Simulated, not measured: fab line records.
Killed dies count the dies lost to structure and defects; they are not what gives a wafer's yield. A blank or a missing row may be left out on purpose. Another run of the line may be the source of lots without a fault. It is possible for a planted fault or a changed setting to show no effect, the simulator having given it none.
fab line records | flow sky130
record: lots: 24 wafers: 72 last-day: 50
route steps=708 shown METAL1@449 VIA1@470 METAL2@501 VIA2@530 CAPM@549 PAD_OPEN@701
lots that met no fault: from a run of the same line without faults
start-h: start of the lot's first displayed wafer, in hours after the record's first day | wait-h: how many hours have passed since the lot's step before this one | " same as the row above | L1.1+2: a row that stands for several wafers | - no value, or no start was given | * or withheld: withheld | < > ~ a bound
route shown NAME@n: NAME is a module with steps in the file, n the number in the route of the first one | usual: average and standard deviation across the fault-free wafers | same: alike in all rows | chamber/n: place in a boat | sites: per-site readings | _std_site: standard deviation of those values | _edge_site: outer sites' mean less inner sites' | radius-mm: for every site, how far away it sits from the centre of the wafer | mask NAME#n: copy n | behind: the last tool/chamber to shape the wafer | hold: reason for holding the lot/hours on hold/outcome of the hold | device: the transistor (n, p or np) that didn't switch | end of line: tests of these same wafers at the route's end | where a step has no rows: the recipe by itself | killed: dies lost to structure and defects at the first sort, not the wafer's yield | map: a wafer's dies, marking killed ones x, the rest . and places with no die _
set.NAME: the setting the step ran with; set.NAME@STEP: the setting that earlier step ran with | model.NAME: the simulator's own value behind a step, which no gauge read
the route's steps for a sample of lots (tables are steps, rows are wafers)
services: a tool's chamber out of use, with start hour (start-h, from the record's first day; less than 0 if before it), hours out, and reason
== steps ==
step: SKY_METAL1_CD_MEAS_15
recipe: target-cd-nm: 140
usual: cd-nm: 139.8/1.7
columns lot.wafer tool chamber start-h wait-h cd-nm
L074.2 cd-sem-02 - 773.31 - 141.3
L074.3 " - " " 141.2
L074.4 " - " " 140.1
L075.2 cd-sem-02 - 774.69 - 138.9
L075.3 " - " " 140.9
L075.4 " - " " 139.2
L076.1 cd-sem-02 - 786.47 - 141.3
L076.4 " - " " 142.1
L076.5 " - " " 140.6
L077.1 cd-sem-02 - 804.47 - 140.2
L077.4 " - " " 140.6
L077.6 " - " " 140.8
L079.1 cd-sem-02 - 813.04 - 140.3
L079.2 " - " " 139.3
L079.6 " - " " 139.8
L078.1 cd-sem-02 - 813.49 - 140.0
L078.3 " - " " 139.2
L078.6 " - " " 140.9
L080.3 cd-sem-02 - 813.78 - 139.4
L080.5 " - " " 139.3
L080.6 " - " " 139.1
L081.2 cd-sem-01 - 842.44 - 137.6
L081.5 " - " " 138.7
L081.6 " - " " 136.1
L083.1 cd-sem-02 - 847.02 - 143.2
L083.2 " - " " 142.4
L083.5 " - " " 141.9
L082.1 cd-sem-01 - 851.34 - 141.0
L082.2 " - " " 138.7
L082.3 " - " " 139.3
L084.1 cd-sem-01 - 856.72 - 140.4
L084.2 " - " " 142.1
L084.3 " - " " 139.4
L085.1 cd-sem-01 - 868.32 - 143.3
L085.3 " - " " 141.2
L085.4 " - " " 141.3
L086.1 cd-sem-01 - 874.12 - 139.7
L086.3 " - " " 139.3
L086.6 " - " " 139.3
L088.1 cd-sem-01 - 891.67 - 140.8
L088.3 " - " " 138.1
L088.6 " - " " 138.9
L087.2 cd-sem-01 - 892.89 - 139.1
L087.4 " - " " 139.8
L087.6 " - " " 140.9
L089.1 cd-sem-01 - 895.67 - 142.4
L089.3 " - " " 140.8
L089.6 " - " " 140.3
L090.4 cd-sem-01 - 895.85 - 137.6
L090.5 " - " " 136.4
L090.6 " - " " 137.4
L091.3 cd-sem-02 - 901.11 - 138.4
L091.4 " - " " 138.0
L091.5 " - " " 137.6
L092.1 cd-sem-01 - 904.22 - 138.4
L092.4 " - " " 136.7
L092.5 " - " " 136.7
L093.3 cd-sem-02 - 916.88 - 139.1
L093.4 " - " " 137.7
L093.5 " - " " 137.9
L094.3 cd-sem-01 - 919.41 - 138.8
L094.4 " - " " 139.5
L094.6 " - " " 140.0
L095.1 cd-sem-01 - 925.02 - 139.3
L095.5 " - " " 137.9
L095.6 " - " " 138.3
L096.2 cd-sem-02 - 934.64 - 141.2
L096.3 " - " " 141.5
L096.5 " - " " 143.3
L097.1 cd-sem-01 - 937.49 - 139.8
L097.5 " - " " 140.8
L097.6 " - " " 140.2
step: SKY_VIA1_CD_MEAS_12
recipe: target-cd-nm: 150
usual: cd-nm: 149.9/1.6
columns lot.wafer tool chamber start-h wait-h cd-nm
L074.2 cd-sem-02 - 801.14 - 150.6
L074.3 " - " " 148.4
L074.4 " - " " 149.1
L075.2 cd-sem-02 - 802.59 - 152.6
L075.3 " - " " 151.1
L075.4 " - " " 151.2
L076.1 cd-sem-02 - 815.19 - 150.3
L076.4 " - " " 150.1
L076.5 " - " " 150.3
L077.1 cd-sem-02 - 832.24 - 151.1
L077.4 " - " " 153.2
L077.6 " - " " 152.0
L079.1 cd-sem-02 - 841.19 - 146.9
L079.2 " - " " 148.1
L079.6 " - " " 147.4
L078.1 cd-sem-01 - 841.54 - 148.7
L078.3 " - " " 148.7
L078.6 " - " " 147.6
L080.3 cd-sem-02 - 841.63 - 147.7
L080.5 " - " " 148.2
L080.6 " - " " 148.4
L081.2 cd-sem-01 - 870.21 - 151.0
L081.5 " - " " 149.1
L081.6 " - " " 150.7
L083.1 cd-sem-01 - 875.34 - 151.6
L083.2 " - " " 152.7
L083.5 " - " " 151.6
L082.1 cd-sem-01 - 879.24 - 148.2
L082.2 " - " " 150.1
L082.3 " - " " 148.3
L084.1 cd-sem-01 - 884.04 - 149.5
L084.2 " - " " 149.0
L084.3 " - " " 149.5
L085.1 cd-sem-02 - 896.04 - 150.8
L085.3 " - " " 149.8
L085.4 " - " " 150.1
L086.1 cd-sem-01 - 901.74 - 151.4
L086.3 " - " " 151.6
L086.6 " - " " 150.4
L088.1 cd-sem-02 - 918.32 - 148.6
L088.3 " - " " 147.8
L088.6 " - " " 148.6
L087.2 cd-sem-02 - 919.59 - 150.6
L087.4 " - " " 150.3
L087.6 " - " " 149.8
L090.4 cd-sem-02 - 921.80 - 148.4
L090.5 " - " " 147.1
L090.6 " - " " 146.9
L089.1 cd-sem-02 - 922.24 - 150.3
L089.3 " - " " 150.3
L089.6 " - " " 149.6
L091.3 cd-sem-01 - 927.56 - 150.3
L091.4 " - " " 149.1
L091.5 " - " " 149.2
L092.1 cd-sem-02 - 930.37 - 151.5
L092.4 " - " " 151.8
L092.5 " - " " 150.5
L093.3 cd-sem-02 - 943.51 - 150.1
L093.4 " - " " 150.7
L093.5 " - " " 152.3
L094.3 cd-sem-01 - 945.13 - 151.5
L094.4 " - " " 151.0
L094.6 " - " " 151.6
L095.1 cd-sem-01 - 950.74 - 152.0
L095.5 " - " " 150.6
L095.6 " - " " 152.8
L096.2 cd-sem-02 - 960.21 - 149.2
L096.3 " - " " 151.0
L096.5 " - " " 148.6
L097.1 cd-sem-02 - 963.19 - 148.5
L097.5 " - " " 149.0
L097.6 " - " " 151.3
step: SKY_METAL2_ETCH_18
recipe: chemistry: N2/H2 target: BARC ion-energy-ev: 200 bias-w: 100 pressure-mtorr: 30 n2-flow-sccm: 100 h2-flow-sccm: 200 icp-w: 500 stop-on: SiO2 time-s: 45.9 target-depth-a: 600
usual: drypump-motor-current-A: 5.9/0.53 oes-product-au: 0.854/0.0046 throttle-valve-pct: 13.225/0.0088
columns lot.wafer tool chamber start-h wait-h drypump-motor-current-A oes-product-au rf-hours-counter-h throttle-valve-pct
L074.2 rie-metal-04 0 830.03 0.0 5.7 0.854 6 13.224
L074.3 " 0 " " 5.8 0.860 - 13.242
L074.4 " 1 " " 6.5 0.860 - 13.232
L075.2 rie-metal-02 1 831.18 0.0 6.0 0.855 0 13.216
L075.3 " 1 " " 6.0 0.858 - 13.217
L075.4 " 0 " " 5.0 0.865 - 13.215
L076.1 rie-metal-04 0 843.37 0.0 5.8 0.861 7 13.220
L076.4 " 1 " " 6.4 0.853 - 13.213
L076.5 " 1 " " 6.5 0.862 - 13.225
L077.1 rie-metal-02 1 860.28 0.0 5.9 0.857 1 13.242
L077.4 " 1 " " 5.9 0.858 - 13.228
L077.6 " 0 " " 5.0 0.847 - 13.225
L079.1 rie-metal-04 1 869.38 0.0 6.4 0.856 17 13.230
L079.2 " 0 " " 5.8 0.851 8 13.229
L079.6 " 0 " " 5.8 0.853 - 13.211
L078.1 rie-metal-04 1 870.03 0.0 6.4 0.857 17 13.204
L078.3 " 1 " " 6.4 0.855 - 13.211
L078.6 " 1 " " 6.4 0.857 - 13.222
L080.3 rie-metal-03 0 870.40 0.0 6.4 0.855 - 13.242
L080.5 " 1 " " 6.6 0.855 - 13.233
L080.6 " 0 " " 6.4 0.853 - 13.227
L081.2 rie-metal-04 0 897.88 0.1 5.7 0.861 - 13.227
L081.5 " 0 " " 5.7 0.861 - 13.226
L081.6 " 0 " " 5.8 0.857 - 13.233
L083.1 rie-metal-02 1 903.16 0.0 6.0 0.851 3 13.224
L083.2 " 0 " " 5.0 0.854 5 13.215
L083.5 " 1 " " 5.9 0.853 - 13.219
L082.1 rie-metal-04 0 907.16 0.1 5.7 0.847 10 13.231
L082.2 " 0 " " 5.7 0.851 - 13.228
L082.3 " 0 " " 5.8 0.859 - 13.237
L084.1 rie-metal-04 0 911.41 0.1 5.8 0.849 11 13.215
L084.2 " 0 " " 5.8 0.853 - 13.229
L084.3 " 0 " " 5.7 0.845 - 13.229
L085.1 rie-metal-02 1 922.78 0.0 6.0 0.847 4 13.242
L085.3 " 1 " " 5.9 0.851 - 13.212
L085.4 " 0 " " 5.0 0.854 - 13.219
L086.1 rie-metal-04 0 928.96 0.0 5.8 0.850 12 13.229
L086.3 " 1 " " 6.5 0.849 - 13.221
L086.6 " 1 " " 6.4 0.848 - 13.232
L088.1 rie-metal-02 0 944.71 0.0 5.0 0.859 7 13.218
L088.3 " 0 " " 5.0 0.852 - 13.232
L088.6 " 0 " " 5.0 0.856 - 13.219
L087.2 rie-metal-04 0 946.22 0.0 5.8 0.857 12 13.228
L087.4 " 0 " " 5.8 0.857 - 13.230
L087.6 " 0 " " 5.8 0.857 - 13.232
L090.4 rie-metal-03 1 947.85 0.0 6.6 0.850 - 13.219
L090.5 " 1 " " 6.6 0.849 - 13.238
L090.6 " 0 " " 6.4 0.847 - 13.220
L089.1 rie-metal-02 0 948.77 0.0 5.0 0.853 7 13.225
L089.3 " 0 " " 5.0 0.853 - 13.226
L089.6 " 1 " " 5.9 0.849 - 13.228
L091.3 rie-metal-03 1 953.45 0.0 6.6 0.850 - 13.220
L091.4 " 0 " " 6.4 0.847 - 13.226
L091.5 " 1 " " 6.6 0.854 - 13.226
L092.1 rie-metal-02 1 956.72 0.0 6.0 0.855 5 13.244
L092.4 " 0 " " 5.0 0.855 - 13.216
L092.5 " 0 " " 5.0 0.858 - 13.223
L093.3 rie-metal-03 0 969.70 0.0 6.4 0.852 - 13.221
L093.4 " 1 " " 6.6 0.848 - 13.223
L093.5 " 1 " " 6.7 0.845 - 13.229
L094.3 rie-metal-04 0 971.75 0.0 5.8 0.863 - 13.228
L094.4 " 1 " " 6.4 0.858 - 13.231
L094.6 " 1 " " 6.4 0.856 - 13.231
L095.1 rie-metal-03 1 976.58 0.0 6.6 0.853 14 13.235
L095.5 " 0 " " 6.4 0.856 - 13.242
L095.6 " 1 " " 6.6 0.855 - 13.220
L096.2 rie-metal-03 1 986.11 0.0 6.6 0.852 14 13.227
L096.3 " 0 " " 6.4 0.845 - 13.223
L096.5 " 0 " " 6.4 0.850 - 13.231
L097.1 rie-metal-02 1 989.28 0.0 5.9 0.862 7 13.236
L097.5 " 0 " " 5.0 0.856 - 13.215
L097.6 " 1 " " 5.9 0.851 - 13.218
step: SKY_VIA2_THK_MEAS_23
recipe: thk-meas-gauge: xrf reads: W_of_VIA2_CVD_21
usual: VIA2_W_THK: 433/6.6
columns lot.wafer tool chamber start-h wait-h VIA2_W_THK[nm]
L074.2 film-metro-01 - 860.44 1.6 430
L074.3 " - " " 431
L074.4 " - " " 426
L075.2 film-metro-03 - 860.63 0.1 441
L075.3 " - " " 438
L075.4 " - " " 439
L076.1 film-metro-03 - 872.80 0.1 427
L076.4 " - " " 424
L076.5 " - " " 426
L077.1 film-metro-04 - 888.60 0.1 435
L077.4 " - " " 434
L077.6 " - " " 430
L079.1 film-metro-01 - 897.63 0.1 423
L079.2 " - " " 430
L079.6 " - " " 428
L078.1 film-metro-01 - 898.28 0.1 424
L078.3 " - " " 427
L078.6 " - " " 423
L080.3 film-metro-03 - 898.81 0.1 443
L080.5 " - " " 438
L080.6 " - " " 429
L081.2 film-metro-04 - 925.04 0.1 426
L081.5 " - " " 438
L081.6 " - " " 430
L083.1 film-metro-01 - 930.88 0.1 434
L083.2 " - " " 438
L083.5 " - " " 439
L082.1 film-metro-01 - 935.03 0.1 438
L082.2 " - " " 440
L082.3 " - " " 434
L084.1 film-metro-03 - 939.18 0.1 437
L084.2 " - " " 430
L084.3 " - " " 437
L085.1 film-metro-01 - 949.54 0.1 436
L085.3 " - " " 435
L085.4 " - " " 445
L086.1 film-metro-01 - 955.24 0.1 425
L086.3 " - " " 427
L086.6 " - " " 433
L088.1 film-metro-01 - 971.79 0.1 432
L088.3 " - " " 432
L088.6 " - " " 436
L087.2 film-metro-01 - 972.80 0.1 425
L087.4 " - " " 430
L087.6 " - " " 431
L090.4 film-metro-01 - 974.36 0.1 438
L090.5 " - " " 442
L090.6 " - " " 438
L089.1 film-metro-04 - 975.93 0.1 425
L089.3 " - " " 425
L089.6 " - " " 425
L091.3 film-metro-01 - 980.05 0.1 438
L091.4 " - " " 442
L091.5 " - " " 440
L092.1 film-metro-01 - 983.71 0.1 442
L092.4 " - " " 437
L092.5 " - " " 439
L093.3 film-metro-01 - 996.35 0.1 430
L093.4 " - " " 446
L093.5 " - " " 443
L094.3 film-metro-01 - 997.50 0.1 434
L094.4 " - " " 428
L094.6 " - " " 429
L095.1 film-metro-01 - 1002.68 0.1 429
L095.5 " - " " 433
L095.6 " - " " 429
L096.2 film-metro-04 - 1011.89 0.1 426
L096.3 " - " " 435
L096.5 " - " " 440
L097.1 film-metro-01 - 1014.83 0.1 421
L097.5 " - " " 423
L097.6 " - " " 422
step: SKY_CAPM_OVL_MEAS_12
usual: CAPM_OVL: 0.0/1.3
columns lot.wafer tool chamber start-h wait-h CAPM_OVL[nm]
L074.2 overlay-01 - 886.82 0.1 -1.0
L074.3 " - " " -0.7
L074.4 " - " " -0.1
L075.2 overlay-01 - 887.52 0.1 -3.3
L075.3 " - " " -1.9
L075.4 " - " " -1.7
L076.1 overlay-02 - 898.54 0.1 -0.1
L076.4 " - " " 0.5
L076.5 " - " " -1.1
L077.1 overlay-01 - 914.37 0.1 -0.7
L077.4 " - " " 0.5
L077.6 " - " " -0.4
L079.1 overlay-02 - 923.44 0.1 -0.6
L079.2 " - " " -2.1
L079.6 " - " " -0.6
L078.1 overlay-01 - 923.52 0.1 -0.9
L078.3 " - " " 0.5
L078.6 " - " " -1.6
L080.3 overlay-02 - 924.10 0.1 1.9
L080.5 " - " " -0.4
L080.6 " - " " 0.5
L081.2 overlay-01 - 950.17 0.1 -0.5
L081.5 " - " " 0.7
L081.6 " - " " 1.0
L083.1 overlay-02 - 956.07 0.1 0.1
L083.2 " - " " -1.7
L083.5 " - " " 0.2
L082.1 overlay-01 - 960.07 0.1 2.1
L082.2 " - " " 1.4
L082.3 " - " " 1.3
L084.1 overlay-02 - 963.79 0.1 0.8
L084.2 " - " " -0.2
L084.3 " - " " 1.3
L085.1 overlay-02 - 973.92 0.1 1.7
L085.3 " - " " 1.3
L085.4 " - " " 2.3
L086.1 overlay-01 - 980.32 0.1 1.0
L086.3 " - " " -1.2
L086.6 " - " " -0.2
L088.1 overlay-02 - 995.74 0.1 -1.1
L088.3 " - " " -1.4
L088.6 " - " " -1.2
L087.2 overlay-02 - 996.62 0.1 1.4
L087.4 " - " " 1.5
L087.6 " - " " 1.8
L090.4 overlay-02 - 998.24 0.1 1.5
L090.5 " - " " -1.3
L090.6 " - " " -0.2
L089.1 overlay-02 - 999.57 0.1 1.9
L089.3 " - " " 0.5
L089.6 " - " " 0.7
L091.3 overlay-01 - 1004.08 0.1 0.1
L091.4 " - " " 2.0
L091.5 " - " " 0.2
L092.1 overlay-01 - 1007.52 0.1 -0.4
L092.4 " - " " -2.0
L092.5 " - " " 0.4
L093.3 overlay-01 - 1019.58 0.1 -0.4
L093.4 " - " " -0.6
L093.5 " - " " -0.1
L094.3 overlay-01 - 1021.93 0.1 1.1
L094.4 " - " " 1.6
L094.6 " - " " 2.3
L095.1 overlay-02 - 1026.47 0.1 -0.4
L095.5 " - " " -1.8
L095.6 " - " " -0.3
L096.2 overlay-01 - 1034.37 0.1 -0.5
L096.3 " - " " -1.1
L096.5 " - " " -0.5
L097.1 overlay-02 - 1037.99 0.1 0.5
L097.5 " - " " 0.7
L097.6 " - " " 2.0
step: SKY_PAD_OPEN_ETCH_07
recipe: chemistry: CF4/O2 target-depth-nm: 725 stop-on: AlCu source-w: 800 bias-w: 150 pressure-mtorr: 150 cf4-flow-sccm: 80 O2_flow_sccm: 10 time-s: 161.1
usual: drypump-motor-current-A: 5.8/0.52 oes-product-au: 0.975/0.0075 throttle-valve-pct: 5.963/0.0091
columns lot.wafer tool chamber start-h wait-h drypump-motor-current-A oes-product-au rf-hours-counter-h throttle-valve-pct
L074.2 rie-diel-02 2 1083.07 - 5.9 0.979 16 5.952
L074.3 " 3 " " 6.1 0.974 13 5.956
L074.4 " 0 " " 5.8 0.970 24 5.957
L075.2 rie-diel-01 2 1087.12 - 5.5 0.982 27 5.966
L075.3 " 3 " " 4.8 0.973 9 5.960
L075.4 " 1 " " 6.2 0.978 23 5.946
L076.1 rie-diel-02 3 1093.04 - 6.2 0.971 14 5.957
L076.4 " 1 " " 5.5 0.978 3 5.958
L076.5 " 3 " " 6.1 0.982 - 5.970
L077.1 rie-diel-03 3 1104.07 - 6.0 0.965 6 5.967
L077.4 " 0 " " 6.1 0.984 17 5.956
L077.6 " 2 " " 6.3 0.981 - 5.979
L079.1 rie-diel-03 2 1113.67 - 6.4 0.972 28 5.963
L079.2 " 1 " " 4.8 0.968 28 5.966
L079.6 " 2 " " 6.3 0.979 - 5.968
L078.1 rie-diel-02 0 1114.39 - 5.8 0.971 25 5.951
L078.3 " 2 " " 5.9 0.975 17 5.972
L078.6 " 2 " " 5.8 0.982 - 5.964
L080.3 rie-diel-03 2 1114.57 - 6.4 0.957 28 5.970
L080.5 " 3 " " 6.0 0.965 - 5.966
L080.6 " 1 " " 4.8 0.984 - 5.951
L081.2 rie-diel-02 0 1136.14 - 5.8 0.970 26 5.976
L081.5 " 0 " " 5.8 0.976 - 5.960
L081.6 " 3 " " 6.1 0.980 - 5.959
L083.1 rie-diel-02 3 1140.97 - 6.2 0.970 15 5.984
L083.2 " 1 " " 5.4 0.974 5 5.962
L083.5 " 0 " " 5.8 0.972 - 5.952
L082.1 rie-diel-01 1 1142.49 - 6.3 0.967 25 5.966
L082.2 " 3 " " 4.8 0.978 11 5.969
L082.3 " 2 " " 5.5 0.975 29 5.960
L084.1 rie-diel-02 2 1143.64 - 5.9 0.964 18 5.971
L084.2 " 1 " " 5.5 0.967 5 5.938
L084.3 " 0 " " 5.8 0.977 26 5.967
L085.1 rie-diel-01 2 1153.42 - 5.5 0.970 29 5.967
L085.3 " 0 " " 6.4 0.969 21 5.971
L085.4 " 3 " " 4.8 0.978 12 5.968
L086.1 rie-diel-02 2 1157.02 - 5.9 0.972 18 5.954
L086.3 " 0 " " 5.8 0.962 27 5.962
L086.6 " 2 " " 5.9 0.982 - 5.957
L088.1 rie-diel-01 0 1170.99 - 6.5 0.964 22 5.963
L088.3 " 1 " " 6.2 0.959 26 5.961
L088.6 " 3 " " 4.8 0.979 - 5.958
L087.2 rie-diel-02 2 1171.82 - 5.9 0.972 19 5.963
L087.4 " 0 " " 5.8 0.976 27 5.976
L087.6 " 3 " " 6.1 0.975 - 5.951
L090.4 rie-diel-03 1 1172.72 - 4.8 0.989 30 5.950
L090.5 " 0 " " 6.0 0.984 - 5.962
L090.6 " 1 " " 4.8 0.978 - 5.965
L089.1 rie-diel-01 3 1173.97 - 4.8 0.987 13 5.968
L089.3 " 1 " " 6.2 0.988 26 5.949
L089.6 " 0 " " 6.5 0.988 - 5.971
L091.3 rie-diel-01 1 1177.82 - 6.3 0.968 26 5.965
L091.4 " 3 " " 4.8 0.971 13 5.954
L091.5 " 3 " " 4.8 0.971 - 5.962
L092.1 rie-diel-03 1 1182.32 - 4.8 0.970 31 5.982
L092.4 " 0 " " 6.0 0.983 20 5.957
L092.5 " 2 " " 6.4 0.968 - 5.980
L093.3 rie-diel-03 0 1187.02 - 6.0 0.975 20 5.961
L093.4 " 2 " " 6.3 0.986 32 5.955
L093.5 " 0 " " 6.1 0.979 - 5.952
L094.3 rie-diel-03 3 1188.39 - 6.0 0.983 9 5.968
L094.4 " 2 " " 6.3 0.984 32 5.954
L094.6 " 2 " " 6.4 0.987 - 5.951
L095.1 rie-diel-03 3 1192.57 - 6.0 0.970 10 5.958
L095.5 " 0 " " 6.0 0.985 - 5.967
L095.6 " 3 " " 5.9 0.979 - 5.961
L096.2 rie-diel-03 0 1198.44 - 6.0 0.954 20 5.963
L096.3 " 2 " " 6.3 0.970 32 5.967
L096.5 " 0 " " 6.0 0.983 - 5.955
L097.1 rie-diel-02 2 1199.62 - 5.8 0.977 20 5.958
L097.5 " 3 " " 6.2 0.976 - 5.963
L097.6 " 0 " " 5.8 0.979 - 5.967
== services ==
columns tool chamber start-h hours kind
rie-diel-03 2 844.79 3.5 repair
rie-metal-04 - 850.53 2.8 pm
rie-diel-02 - 883.59 0.3 repair
rie-metal-04 0 895.52 1.1 repair
rie-metal-02 1 895.60 6.1 repair
rie-diel-02 3 902.00 4.9 repair
rie-diel-03 1 909.36 4.9 repair
rie-diel-02 0 919.56 2.9 repair
rie-diel-03 - 926.90 1.0 repair
rie-diel-03 - 928.06 15.6 pm
rie-diel-02 1 961.73 7.5 repair
rie-metal-04 1 984.58 26.9 repair
rie-diel-03 3 990.42 9.5 repair
rie-metal-04 - 990.50 0.8 repair
rie-diel-02 2 1002.03 5.4 repair
rie-diel-03 3 1009.25 9.9 repair
rie-diel-03 1 1017.77 1.4 repair
rie-diel-03 - 1037.05 0.5 repair
rie-diel-02 - 1053.78 0.5 repair
rie-diel-03 0 1113.82 4.2 repair
rie-diel-03 0 1128.07 6.8 repair
rie-diel-02 - 1137.32 0.9 repair
rie-diel-02 - 1152.38 2.8 pm
rie-metal-04 1 1181.77 3.5 repair
== key ==
fault none
